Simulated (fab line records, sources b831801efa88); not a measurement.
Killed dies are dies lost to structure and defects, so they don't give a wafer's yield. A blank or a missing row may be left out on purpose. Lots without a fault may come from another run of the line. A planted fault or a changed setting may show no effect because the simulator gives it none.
fab line records | flow gf180mcu | part 2 of 2: steps 24 to 32 of 32
record lots=5 wafers=15 last_day=34
route steps=602 shown VT_IMPLANT@91
lots that met no fault: from a run of the same line without faults
start_h: hours from the record's first day to the start of the lot's first wafer shown | wait_h: hours since the lot's step before | " the same as in the row above | L1.1+2: a row that stands for several wafers | - no value, or no start given | * or withheld: withheld | < > ~ a bound
route shown NAME@n: a module of which the file shows steps, and the number in the route of the first | usual: mean/standard deviation of fault-free wafers | same: alike in all rows | chamber/n: place in a boat | sites: the reading at each site | _std_site: their standard deviation | _edge_site: outer sites' mean less inner sites' | radius_mm: how far each site lies from the wafer's centre | mask NAME#n: copy n | behind: the tool/chamber that last shaped the wafer | hold: why the lot was held/for how many hours/how that ended | device: the transistor (n, p or np) that didn't switch | end of line: the same wafers' tests at the end of the route | a step without rows: its recipe alone | killed: dies lost to structure and defects at the first sort, not the wafer's yield | map: a wafer's dies, x killed, . not, _ none there
set.NAME: the setting as run; set.NAME@STEP: as run at that earlier step | model.NAME: the simulator's own value behind a step, which no gauge read
lots at some steps of the route; a table a step, a row a wafer
services: from which hour (start_h, from the record's first day; less than 0 if before it) a tool's chamber was out of use, for how many hours, and why
## steps
# step GF_VT_IMPLANT_COAT_24
# recipe resist=NOVOLAK spin_rpm=3000 resist_thk_nm=1000
# usual exhaust_pa=45.1/0.97 spin_speed_rpm=2999.9/2.3
# columns lot.wafer tool chamber start_h wait_h exhaust_pa spin_speed_rpm
L083.4 litho_track-04 0 184.68 0.1 47.6 2998.2
L083.5 " 0 " " 46.0 2999.1
L083.6 " 0 " " 46.9 2997.8
L084.2 litho_track-04 0 193.23 0.1 43.7 3001.3
L084.5 " 0 " " 44.9 2999.1
L084.6 " 0 " " 45.3 3002.1
L092.1 litho_track-03 0 243.65 0.1 45.4 3002.1
L092.3 " 0 " " 45.5 2999.2
L092.4 " 0 " " 46.3 2998.2
L093.1 litho_track-03 0 252.35 0.1 44.6 2996.7
L093.3 " 0 " " 45.4 2998.9
L093.4 " 0 " " 45.0 3000.9
L095.3 litho_track-04 0 273.30 0.1 44.8 3002.0
L095.5 " 0 " " 43.8 3000.7
L095.6 " 0 " " 42.5 3000.7
# step GF_VT_IMPLANT_SOFTBAKE_25
# recipe temp_c=90 time_s=60 resist=NOVOLAK
# usual exhaust_pa=45.1/0.71 plate_temp_C=90.01/0.12
# columns lot.wafer tool chamber start_h wait_h exhaust_pa plate_temp_C
L083.4 litho_track-04 0 184.83 0.1 44.7 90.08
L083.5 " 0 " " 45.8 90.01
L083.6 " 0 " " 45.3 90.16
L084.2 litho_track-04 0 193.38 0.1 45.7 89.86
L084.5 " 0 " " 46.1 89.69
L084.6 " 0 " " 43.3 89.72
L092.1 litho_track-03 0 243.80 0.1 44.5 89.90
L092.3 " 0 " " 44.5 89.86
L092.4 " 0 " " 44.3 89.83
L093.1 litho_track-03 0 252.50 0.1 44.8 90.05
L093.3 " 0 " " 44.6 89.78
L093.4 " 0 " " 44.4 89.97
L095.3 litho_track-04 0 273.45 0.1 44.6 90.00
L095.5 " 0 " " 45.6 90.13
L095.6 " 0 " " 46.2 90.14
# step GF_VT_IMPLANT_EXPOSE_26
# recipe mask_id=LVPWELL_HV_AREA target_cd_nm=860 na=0.6 source_shape=conventional sigma_outer=0.6 dose_mj=141.1
# usual exposure_dose_mJ_cm2=141.07/0.13
# same na=0.6 sigma_outer=0.6
# columns lot.wafer tool chamber start_h wait_h mask exposure_dose_mJ_cm2
L083.4 iline_stepper-01 0 - - LVPWELL_HV_AREA#0 141.27
L083.5 " 0 " " LVPWELL_HV_AREA#0 141.08
L083.6 " 0 " " LVPWELL_HV_AREA#0 141.10
L084.2 iline_stepper-01 0 - - LVPWELL_HV_AREA#0 140.87
L084.5 " 0 " " LVPWELL_HV_AREA#0 140.97
L084.6 " 0 " " LVPWELL_HV_AREA#0 140.83
L092.1 iline_stepper-02 0 - - LVPWELL_HV_AREA#0 140.95
L092.3 " 0 " " LVPWELL_HV_AREA#0 141.05
L092.4 " 0 " " LVPWELL_HV_AREA#0 141.00
L093.1 iline_stepper-02 0 - - LVPWELL_HV_AREA#0 141.04
L093.3 " 0 " " LVPWELL_HV_AREA#0 141.06
L093.4 " 0 " " LVPWELL_HV_AREA#0 141.06
L095.3 iline_stepper-01 0 - - LVPWELL_HV_AREA#0 141.07
L095.5 " 0 " " LVPWELL_HV_AREA#0 140.77
L095.6 " 0 " " LVPWELL_HV_AREA#0 141.03
# step GF_VT_IMPLANT_PEB_27
# recipe temp_c=withheld time_s=* resist=NOVOLAK
# usual exhaust_pa=45.0/0.83
# columns lot.wafer tool chamber start_h wait_h exhaust_pa
L083.4 litho_track-02 0 - - 45.4
L083.5 " 0 " " 44.4
L083.6 " 0 " " 43.5
L084.2 litho_track-03 0 - - 46.1
L084.5 " 0 " " 45.8
L084.6 " 0 " " 45.7
L092.1 litho_track-03 0 - - 46.4
L092.3 " 0 " " 45.7
L092.4 " 0 " " 46.8
L093.1 litho_track-04 0 - - 44.2
L093.3 " 0 " " 44.3
L093.4 " 0 " " 44.4
L095.3 litho_track-04 0 - - 45.0
L095.5 " 0 " " 44.6
L095.6 " 0 " " 43.6
# step GF_VT_IMPLANT_DEVELOP_28
# recipe develop_time_s=60 dev_temp_c=23
# usual exhaust_pa=45.1/1.1
# columns lot.wafer tool chamber start_h wait_h exhaust_pa
L083.4 litho_track-02 0 193.89 0.1 42.3
L083.5 " 0 " " 43.3
L083.6 " 0 " " 44.3
L084.2 litho_track-03 0 201.68 0.1 45.3
L084.5 " 0 " " 44.5
L084.6 " 0 " " 45.9
L092.1 litho_track-03 0 253.15 0.1 45.1
L092.3 " 0 " " 45.3
L092.4 " 0 " " 45.7
L093.1 litho_track-04 0 261.90 0.1 45.7
L093.3 " 0 " " 45.0
L093.4 " 0 " " 44.8
L095.3 litho_track-04 0 282.90 0.1 44.6
L095.5 " 0 " " 44.2
L095.6 " 0 " " 44.5
# step GF_VT_IMPLANT_OVL_MEAS_29
# usual VT_IMPLANT_02_OVL=1.0/1.2
# columns lot.wafer tool chamber start_h wait_h VT_IMPLANT_02_OVL[nm]
L083.4 overlay-01 - 193.98 0.1 0.5
L083.5 " - " " 1.3
L083.6 " - " " -0.3
L084.2 overlay-01 - 201.81 0.1 1.8
L084.5 " - " " 2.6
L084.6 " - " " 1.6
L092.1 overlay-02 - 253.30 0.1 0.7
L092.3 " - " " -0.7
L092.4 " - " " 1.6
L093.1 overlay-01 - 262.05 0.1 -0.3
L093.3 " - " " 2.0
L093.4 " - " " 1.4
L095.3 overlay-01 - 283.01 0.1 3.4
L095.5 " - " " 0.6
L095.6 " - " " 1.2
# step GF_VT_IMPLANT_IMPLANT_30
# recipe species=B energy_kev=25 dose_cm2=2.534e+12 tilt_deg=7
# usual faraday_current_uA=14.31/0.25
# columns lot.wafer tool chamber start_h wait_h faraday_current_uA
L083.4 implanter-04 0 194.07 0.1 14.30
L083.5 " 0 " " 14.66
L083.6 " 0 " " 14.46
L084.2 implanter-03 0 201.86 0.0 14.27
L084.5 " 0 " " 14.62
L084.6 " 0 " " 14.42
L092.1 implanter-03 0 253.34 0.0 14.20
L092.3 " 0 " " 14.81
L092.4 " 0 " " 14.37
L093.1 implanter-03 0 262.09 0.0 14.38
L093.3 " 0 " " 13.89
L093.4 " 0 " " 14.26
L095.3 implanter-04 0 283.09 0.1 13.77
L095.5 " 0 " " 14.48
L095.6 " 0 " " 14.38
# step GF_VT_IMPLANT_STRIP_31
# recipe chemistry=O2/N2 power_w=1400 pressure_mtorr=1500 platen_temp_c=250 o2_flow_sccm=3000 n2_flow_sccm=300 overash_fraction=0.5
# usual drypump_motor_current_A=5.41/0.29 heater_power_w=331/33 oes_product_au=0.716/0.0046 strip_time_to_endpoint_s=12.62/0.033
# columns lot.wafer tool chamber start_h wait_h drypump_motor_current_A heater_power_w oes_product_au rf_hours_counter_h strip_time_to_endpoint_s
L083.4 plasma_asher-03 0 194.18 0.1 5.52 312 0.728 - 12.63
L083.5 " 1 " " 5.71 312 0.713 - 12.65
L083.6 " 0 " " 5.55 310 0.716 - 12.67
L084.2 plasma_asher-02 1 201.99 0.1 5.77 333 0.716 9 12.64
L084.5 " 0 " " 5.56 273 0.715 - 12.66
L084.6 " 1 " " 5.75 344 0.714 - 12.62
L092.1 plasma_asher-01 1 253.49 0.1 4.97 376 0.713 46 12.67
L092.3 " 1 " " 5.00 390 0.720 - 12.62
L092.4 " 0 " " 5.12 351 0.710 - 12.63
L093.1 plasma_asher-03 1 262.24 0.1 5.71 311 0.712 60 12.61
L093.3 " 0 " " 5.50 313 0.718 - 12.63
L093.4 " 1 " " 5.72 309 0.721 - 12.62
L095.3 plasma_asher-01 1 283.22 0.1 4.99 377 0.719 - 12.62
L095.5 " 0 " " 5.13 355 0.717 - 12.63
L095.6 " 1 " " 4.98 381 0.714 - 12.65
# step GF_VT_IMPLANT_TW_MEAS_32
# usual VT_IMPLANT_3_TW=270.7/2.8
# columns lot.wafer tool chamber start_h wait_h VT_IMPLANT_3_TW
L083.4 film_metro-01 - 194.28 0.1 266.5
L083.5 " - " " 267.1
L083.6 " - " " 266.2
L084.2 film_metro-04 - 202.10 0.1 271.2
L084.5 " - " " 274.0
L084.6 " - " " 270.9
L092.1 film_metro-03 - 253.59 0.1 269.6
L092.3 " - " " 270.7
L092.4 " - " " 270.2
L093.1 film_metro-03 - 262.34 0.1 270.1
L093.3 " - " " 269.9
L093.4 " - " " 269.5
L095.3 film_metro-04 - 283.31 0.1 274.8
L095.5 " - " " 274.1
L095.6 " - " " 273.8
## services
# columns tool chamber start_h hours kind
iline_stepper-02 0 135.34 - calibration
iline_stepper-01 - 140.19 6.0 repair
iline_stepper-01 - 148.05 1.9 repair
iline_stepper-02 - 149.34 - consumable_replace:lamp
iline_stepper-01 0 156.10 - calibration
iline_stepper-01 - 168.45 15.4 repair
implanter-03 - 173.10 4.4 pm
plasma_asher-01 - 176.88 2.8 pm
plasma_asher-03 - 181.37 3.3 repair
iline_stepper-01 - 185.60 1.7 pm
plasma_asher-01 - 199.27 4.0 pm
implanter-04 - 221.91 2.5 pm
plasma_asher-01 - 260.82 13.4 repair
implanter-03 - 265.52 0.6 repair
